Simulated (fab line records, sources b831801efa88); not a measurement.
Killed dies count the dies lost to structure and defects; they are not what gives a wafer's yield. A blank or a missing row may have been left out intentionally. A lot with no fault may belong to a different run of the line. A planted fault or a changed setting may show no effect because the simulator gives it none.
Problem report in the 8D (eight disciplines) form, filled by code / flow sky130 / the parts of the form that need people (team, actions taken, sign-off) are left out

1. THE ISSUE
Mean of oes_product_au at SKY_CONTACT_ETCH_18: 0.377 a.u. across 9 wafers in 3 lots; on wafers with no fault it is 0.855 a.u. (standard deviation 0.008). Relative to the usual mean, that is a shift of -60 standard deviations.
The step: etches Si3N4 in CHF3/O2, stops on TiN, time 39 s, target depth 75 nm.
The step gives no start for some of these wafers. At this step, 30 wafers from 10 lots have a number in the record. By rule, "out" or "out of limits" means more than 4 standard deviations away from the usual mean. The rest of the wafers with a number are treated as sound.

2. WHAT IT IS, AND WHAT IT ISN'T
question=which readings at this step; is=oes_product_au, throttle_valve_pct; is not=O2_flow_sccm, bias_w, chamber_pressure_mTorr, drypump_motor_current_A
question=which lots; is=L831, L832, L833; is not=L830, L836, L841, L842, L843, L846, L847
question=which wafers of those lots; is=all that have a number; is not=-
question=read on which tools; is=rie_diel-03; is not=rie_diel-01

3. THE SUSPECTS, EACH WITH WHAT RULES IT OUT
Counting: a tool stays on the suspect list if, at a process step up to the reading, it processed all lots that are out and no sound lot following the first of them.
- rie_diel-03 at SKY_CONTACT_ETCH_17 (etches SiO2 in C4F8/O2/Ar, stops on Si3N4, target depth 340 nm): ruled out as a lasting fault. Following L831 (day 32 19:25), the first lot on it that is out, the sound lots L841, L842, L843, L846, L847 were run on it.
- rie_diel-03 at SKY_CONTACT_ETCH_18 (etches Si3N4 in CHF3/O2, stops on TiN, time 39 s, target depth 75 nm): ruled out as a lasting fault. Following L831 (day 32 19:31), the first lot on it that is out, the sound lots L841, L842, L843, L846, L847 were run on it. With no start given for some of its lots, SKY_CONTACT_ETCH_18 uses the hours and lot order of SKY_CONTACT_STRIP_19.
Left after counting: nothing in the record.

4. THE CAUSE (what the simulator had put in)
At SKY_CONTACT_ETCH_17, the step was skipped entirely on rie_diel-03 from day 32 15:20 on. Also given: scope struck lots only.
Counting ruled it out, wrongly.

5. SEQUENCE OF EFFECTS, ordered by route
Rows list readings where the struck wafers' mean (over those with a number) sits beyond 3 standard deviations from the usual. Only readings for which the record gives a usual standard deviation are gone through. hours: the time from each lot's start at the first step in this table that gives one to its start at this step, as a median over the lots. sigmas: the change in usual standard deviations.
hours=-; step=SKY_CONTACT_ETCH_18; reading=oes_product_au; usual=0.855 a.u.; on struck wafers=0.377; change=-0.478; sigmas=-60
hours=-; step=SKY_CONTACT_ETCH_18; reading=throttle_valve_pct; usual=8.794 %; on struck wafers=8.674; change=-0.120; sigmas=-14
hours=0; step=SKY_CONTACT_STRIP_19; reading=oes_product_au; usual=0.381 a.u.; on struck wafers=0.409; change=+0.028; sigmas=+6.2
hours=0; step=SKY_CONTACT_STRIP_19; reading=strip_time_to_endpoint_s; usual=3.61 s; on struck wafers=4.30; change=+0.69; sigmas=+18
hours=331; step=SKY_PAD_OPEN_PROBE_99; reading=killed_at_contacts; usual=25; on struck wafers=423; change=+398; sigmas=+78
hours=331; step=SKY_PAD_OPEN_PROBE_99; reading=killed_dies; usual=88; on struck wafers=492; change=+404; sigmas=+41
hours=331; step=SKY_PAD_OPEN_PROBE_99; reading=killed_on_rim; usual=17; on struck wafers=96; change=+79; sigmas=+20
Here are the process steps it includes:
- SKY_CONTACT_ETCH_18: etches Si3N4 in CHF3/O2, stops on TiN, time 39 s, target depth 75 nm.
- SKY_CONTACT_STRIP_19: strips in O2/N2.
- SKY_PAD_OPEN_PROBE_99
Readings that are blank on the struck wafers while sound wafers have them: bias_w at SKY_CONTACT_ETCH_17; chamber_pressure_mTorr at SKY_CONTACT_ETCH_17; oes_product_au at SKY_CONTACT_ETCH_17.

6. HOW IT WOULD HAVE BEEN CAUGHT EARLIER
At SKY_CONTACT_ETCH_17 the tool's readings are blank on the struck wafers, where sound wafers have them: an empty tool record is the first sign, and it was there at once.
